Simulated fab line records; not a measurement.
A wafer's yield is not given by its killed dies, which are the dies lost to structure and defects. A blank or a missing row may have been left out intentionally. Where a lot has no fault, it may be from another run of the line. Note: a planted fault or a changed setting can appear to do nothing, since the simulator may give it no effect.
2 desks looking at one fault || flow gf180mcu || each desk holds nothing but its own numbers, with what lay behind them at the end

== METROLOGY DESK ==
Means of the sampled wafers that have a number, per lot and without regard to the tool the lot ran on: this is what the gauges read. Marked OUT: a lot whose mean sits more than 4 standard deviations from the usual mean, which makes it out of limits; the brackets give that distance.
Columns: A = cd nm at GF_STI_CD_MEAS_12, usual 220.1 nm; B = STI_OXIDATION_01_THK at GF_STI_THK_MEAS_22, usual 15.1 nm; C = STI_CVD_23_THK at GF_STI_THK_MEAS_24, usual 646 nm
{"lot": "L720", "first seen here": "day 3 07:46", "A": 219.4, "B": 15.1, "C": 648}
{"lot": "L722", "first seen here": "day 3 18:05", "A": 220.3, "B": 14.8, "C": 646}
{"lot": "L730", "first seen here": "day 5 12:37", "A": 218.6, "B": 15.1, "C": 654}
{"lot": "L732", "first seen here": "day 5 22:22", "A": 219.1, "B": 14.7, "C": 643}
{"lot": "L734", "first seen here": "day 6 08:14", "A": 218.8, "B": 15.0, "C": 653}
Finding of this desk: none of the 5 lots has anything out of limits.

== FOR THE TOOL OWNER'S DESK: wet bench-04 ==
The tool's own readings at GF_STI_WET_ETCH_17 (etches Si3N4 in H3PO4, target depth 45 nm, time 514 s): means of the sampled wafers that have a number, for each lot that ran on this tool. Marked OUT: a lot whose mean sits more than 4 standard deviations from the usual mean, which makes it out of limits; the brackets give that distance.
Columns: A = bath guard temp C at GF_STI_WET_ETCH_17, usual 159.8 C; B = temp c at GF_STI_WET_ETCH_17, usual 159.99 C
{"lot": "L722", "first seen here": "day 3 18:29", "A": 160.3, "B": 159.97}
{"lot": "L730", "first seen here": "day 5 12:57", "A": "151.4 (-14) OUT", "B": "151.23 (-63) OUT"}
Finding of this desk: L730 out of limits; the first was L730 at day 5 12:57, on bath guard temp C at GF_STI_WET_ETCH_17. L722 stayed within limits.

== BROUGHT TOGETHER ==
An alarm could have come from the tool owner's desk at day 5 12:57, on L730.
The metrology desk saw nothing out of limits.
The metrology desk has L730 on record, within its limits.
All the named lots went through GF_STI_WET_ETCH_17 on wet bench-04.

== WHAT WAS PUT IN BY THE SIMULATOR ==
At GF_STI_WET_ETCH_17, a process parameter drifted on wet bench-04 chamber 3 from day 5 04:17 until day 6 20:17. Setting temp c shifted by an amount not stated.
Struck lots among those shown: L730.
Hours from the fault's start to each desk's first reading out of limits: the tool owner's desk, 9.
